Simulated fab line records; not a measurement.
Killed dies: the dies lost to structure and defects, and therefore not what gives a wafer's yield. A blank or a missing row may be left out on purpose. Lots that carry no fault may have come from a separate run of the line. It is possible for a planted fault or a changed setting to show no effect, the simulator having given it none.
Problem report, 8D (eight disciplines) form, completed by code	flow sky130	the parts of the form that need people (team, actions taken, sign-off) are left out

1. WHAT WENT WRONG
Wafers free of any fault read 0.1267 ohm/sq (standard deviation 0.0014) for METAL2_ALCU_RS at SKY_METAL2_RS_MEAS_05, against a mean of 0.2746 ohm/sq on 2 wafers of 2 lots. That is +99 or more standard deviations from the usual mean.
The step: measures by four-point-probe.
The first sign was on wafer L862.2 at day 37 14:58, on film_metro-03. The record holds 27 wafers of 9 lots with a number at this step. By rule, "out" or "out of limits" means more than 4 standard deviations away from the usual mean. Any other wafer with a number is counted as sound.

2. WHAT IT IS, AND WHAT IT ISN'T
question	is	is not
which readings at this step	METAL2_ALCU_RS	-
which lots	L862, L865	L852, L853, L857, L869, L872, L874, L875
which wafers of those lots	L862.2, L865.3	L862.5, L862.6, L865.1, L865.4
read on which gauges	film_metro-03, film_metro-04	film_metro-02
when	from day 37 14:58	up to then (11 sound wafers); but 14 sound wafers of L865, L869, L872, L874, L875 came after

3. WHAT RULES OUT EACH SUSPECT
Counting: if a tool at a process step up to the reading ran every lot that is out, it stays a suspect. Sound lots after the first of them don't rule it out here, since some wafers of a struck lot are sound.
- ruled out: the gauge at SKY_METAL2_RS_MEAS_05. The wafers that are out were read on 2 gauges (film_metro-03, film_metro-04).
- cmp-02 at SKY_VIA1_CMP_24 (polishes, stops on SiO2, t overpolish 15 s, target thk 0 nm): kept. Ran every lot that is out, first one L862 (day 37 14:29); last sound lot up to then L857 (day 36 12:07).
- pvd_sputter-04 at SKY_METAL2_SPUTTER_02 (material AlCu, target thk 250 nm, time 13.3 s): kept. Ran every lot that is out, first one L862 (day 37 14:51); last sound lot up to then L857 (day 36 12:25).
The count leaves pvd_sputter-04 at SKY_METAL2_SPUTTER_02 and cmp-02 at SKY_VIA1_CMP_24.

4. THE CAUSE (what the simulator had put in)
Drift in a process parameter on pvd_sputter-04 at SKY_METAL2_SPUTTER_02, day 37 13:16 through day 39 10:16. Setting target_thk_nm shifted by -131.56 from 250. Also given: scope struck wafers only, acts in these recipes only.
Counting leaves 2 suspects; this tool is one of them.

5. THE EFFECT CHAIN, in route order
Rows list readings where the struck wafers' mean (over those with a number) sits beyond 3 standard deviations from the usual. Readings are gone through only where the record gives a usual standard deviation; hours: the median, over the lots, of the time from a lot's start at the first step in this table giving one to that lot's start at this step; sigmas: the change measured in usual standard deviations.
hours	step	reading	usual	on struck wafers	change	sigmas
0	SKY_METAL2_RS_MEAS_05	METAL2_ALCU_RS	0.1267 ohm/sq	0.2746	+0.1479	+99 or more
6	SKY_METAL2_THK_MEAS_06	METAL2_ALCU_THK	245.5 nm	116.9	-128.6	-44
25	SKY_METAL2_METAL_ETCH_19	oes_product_au	0.856 a.u.	0.711	-0.145	-25
The process steps in it:
- SKY_METAL2_METAL_ETCH_19: etches the open film in Cl2/BCl3, stops on SiO2, target depth 360 nm, time 78 s.

6. WHAT WOULD HAVE CAUGHT IT SOONER
In this record the first reading out of limits at a measuring or inspecting step was taken at day 37 14:58, 2 hours after the fault began at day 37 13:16.
Tool readings at SKY_METAL2_SPUTTER_02 with a usual standard deviation given in the record: none out on any struck wafer, hence no alarm at a limit of 4 standard deviations on them.
Among the 2 lots that are out, L865 began SKY_METAL2_SPUTTER_02 on pvd_sputter-04 after day 37 14:58. Holding the tool at that time would have saved it.
